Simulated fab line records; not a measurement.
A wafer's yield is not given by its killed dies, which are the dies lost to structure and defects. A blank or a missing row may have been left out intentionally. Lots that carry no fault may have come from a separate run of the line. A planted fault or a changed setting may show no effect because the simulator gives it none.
Chamber matching | flow gf180mcu | GF_V1_CMP_26 on cmp-01 has 4 sister chambers
The step polishes, stops on SiO2, t overpolish 15 s, target thk 0 nm. 24 wafers are shown with their chamber, then 12 later ones without.

== WAFERS, EACH WITH ITS CHAMBER ==
wafer  | chamber | motor current A (A) | head pressure psi (psi) | slurry filter dp kPa (kPa)
L074.1 | 1       | 11.4                | 3.506                   | 13.69
L074.4 | 0       | 12.3                | 3.498                   | 13.32
L074.6 | 2       | 10.8                | 3.506                   | 13.66
L077.1 | 0       | 12.6                | 3.487                   | 13.43
L077.3 | 3       | 10.7                | 3.506                   | 13.62
L077.6 | 1       | 12.0                | 3.489                   | 13.61
L081.3 | 3       | 10.2                | 3.492                   | 13.47
L081.4 | 2       | 11.1                | 3.510                   | 13.51
L081.5 | 2       | 10.8                | 3.517                   | 13.64
L084.2 | 1       | 10.8                | 3.494                   | 13.55
L084.3 | 0       | 11.3                | 3.501                   | 13.66
L084.5 | 0       | 12.7                | 3.503                   | 13.41
L085.1 | 3       | 9.9                 | 3.502                   | 13.36
L085.2 | 1       | 11.3                | 3.497                   | 13.46
L085.6 | 2       | 10.8                | 3.503                   | 13.62
L087.2 | 0       | 11.9                | 3.502                   | 13.37
L087.3 | 2       | 11.3                | 3.506                   | 13.39
L087.4 | 1       | 11.5                | 3.508                   | 13.50
L089.1 | 3       | 10.3                | 3.503                   | 13.64
L089.4 | 1       | 11.4                | 3.498                   | 13.45
L089.6 | 3       | 10.2                | 3.509                   | 13.44
L091.2 | 1       | 10.6                | 3.500                   | 13.48
L091.3 | 3       | 10.5                | 3.498                   | 13.17
L091.6 | 3       | 10.3                | 3.496                   | 13.13

SIGNATURES, as means of the wafers listed above
reading              | chamber 0 | chamber 1 | chamber 2 | chamber 3 | scatter within a chamber
motor current A      | 12.160    | 11.286    | 10.960    | 10.300    | 0.4
head pressure psi    | 3.49820   | 3.49886   | 3.50840   | 3.50086   | 0.00616
slurry filter dp kPa | 13.4380   | 13.5343   | 13.5640   | 13.4043   | 0.143
Rule: for each reading, subtract the chamber's mean from the wafer's reading, divide by that reading's scatter and square the result; add these up over the readings and take the root, which gives the wafer's distance from the chamber. If the next closest chamber is less than 2 further off than the closest, the wafer can't be placed; otherwise it belongs to the closest. The scatter: take each reading less its chamber's mean, square it, sum over the shown wafers, divide by the number of wafers less the number of chambers, and take the root.

== WAFERS WHOSE CHAMBER IS MISSING ==
wafer  | motor current A (A) | head pressure psi (psi) | slurry filter dp kPa (kPa)
L093.1 | 10.3                | 3.499                   | 13.52
L093.3 | 12.3                | 3.497                   | 13.59
L093.5 | 11.0                | 3.486                   | 13.30
L094.2 | 9.9                 | 3.474                   | 13.28
L094.5 | 11.5                | 3.509                   | 13.36
L094.6 | 10.6                | 3.505                   | 13.66
L096.2 | 11.6                | 3.497                   | 13.20
L096.4 | 9.8                 | 3.504                   | 13.57
L096.6 | 12.0                | 3.503                   | 13.25
L097.3 | 10.9                | 3.501                   | 13.82
L097.5 | 12.1                | 3.504                   | 13.39
L097.6 | 10.2                | 3.506                   | 13.49

== WHICH CHAMBER EACH ONE RAN IN ==
wafer  | from the rows above               | in truth
L093.1 | can't be placed: 3 or 2 or 1      | 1
L093.3 | can't be placed: 0 or 1           | 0
L093.5 | can't be placed: 1 or 3 or 0 or 2 | 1
L094.2 | can't be placed: 3 or 1 or 2      | 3
L094.5 | can't be placed: 2 or 1 or 0 or 3 | 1
L094.6 | can't be placed: 2 or 3 or 1      | 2
L096.2 | can't be placed: 0 or 1 or 2 or 3 | 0
L096.4 | can't be placed: 3 or 2           | 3
L096.6 | can't be placed: 0 or 1 or 2      | 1
L097.3 | can't be placed: 2 or 1 or 3 or 0 | 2
L097.5 | can't be placed: 0 or 1           | 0
L097.6 | can't be placed: 3 or 2 or 1      | 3
Correctly placed: 0 of 12. From these rows, 12 cannot be placed; in 12 the true chamber is one of the candidates. Wrongly placed: 0.
